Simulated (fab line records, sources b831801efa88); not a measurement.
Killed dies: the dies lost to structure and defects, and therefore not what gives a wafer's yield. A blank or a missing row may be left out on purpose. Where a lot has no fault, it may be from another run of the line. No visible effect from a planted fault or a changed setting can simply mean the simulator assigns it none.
Matching of chambers ; flow gf180mcu ; GF_V2_ETCH_16 on rie diel-04: 4 sister chambers
The step etches BARC in N2/H2. 18 wafers are shown with their chamber, then 9 later ones without.

WAFERS PAIRED WITH THEIR CHAMBERS
wafer;chamber;drypump motor current A (A);oes product au (a.u.);throttle valve pct (%)
L077.2;0;5.5;0.859;13.214
L077.3;1;5.8;0.857;13.215
L077.5;1;5.8;0.851;13.221
L081.3;2;5.3;0.851;13.238
L081.5;2;5.3;0.860;13.223
L081.6;3;6.1;0.859;13.235
L082.1;3;6.1;0.859;13.213
L082.4;2;5.2;0.861;13.231
L082.5;0;5.5;0.845;13.220
L086.2;3;6.1;0.857;13.239
L086.4;0;5.5;0.861;13.233
L086.5;0;5.5;0.858;13.223
L088.2;2;5.3;0.852;13.218
L088.3;2;5.3;0.850;13.226
L088.5;0;5.5;0.854;13.230
L089.1;1;5.7;0.856;13.227
L089.4;2;5.2;0.854;13.230
L089.5;0;5.5;0.858;13.229

SIGNATURES (means of the wafers above)
reading;chamber 0;chamber 1;chamber 2;chamber 3;scatter within a chamber
drypump motor current A;5.500;5.767;5.267;6.100;0.0378
oes product au;0.85583;0.85467;0.85467;0.85833;0.00464
throttle valve pct;13.22483;13.22100;13.22767;13.22900;0.00828
Rule: distance of a wafer from a chamber = root of the sum over the readings of ((wafer's reading minus chamber's mean) / reading's scatter) squared. The wafer belongs to the nearest chamber; if the next one is less than 2 further off, it can't be placed. How the scatter is found: for the shown wafers, subtract from each reading the mean of its chamber, square and add these, divide the total by (wafers less chambers), then take the root.

WAFERS WITH NO CHAMBER GIVEN
wafer;drypump motor current A (A);oes product au (a.u.);throttle valve pct (%)
L092.1;5.2;0.848;13.240
L092.3;6.1;0.849;13.224
L092.5;6.1;0.860;13.206
L094.1;5.5;0.852;13.229
L094.4;5.2;0.861;13.235
L094.5;5.5;0.860;13.216
L095.1;5.5;0.850;13.220
L095.2;5.2;0.857;13.219
L095.6;5.5;0.851;13.219

WHICH CHAMBER EACH WENT THROUGH
wafer;from the rows above;in truth
L092.1;2;2
L092.3;3;3
L092.5;3;3
L094.1;0;0
L094.4;2;2
L094.5;0;0
L095.1;0;0
L095.2;2;2
L095.6;0;0
Correctly placed: 9 of 9. From these rows, 0 cannot be placed. Number placed wrongly: 0.
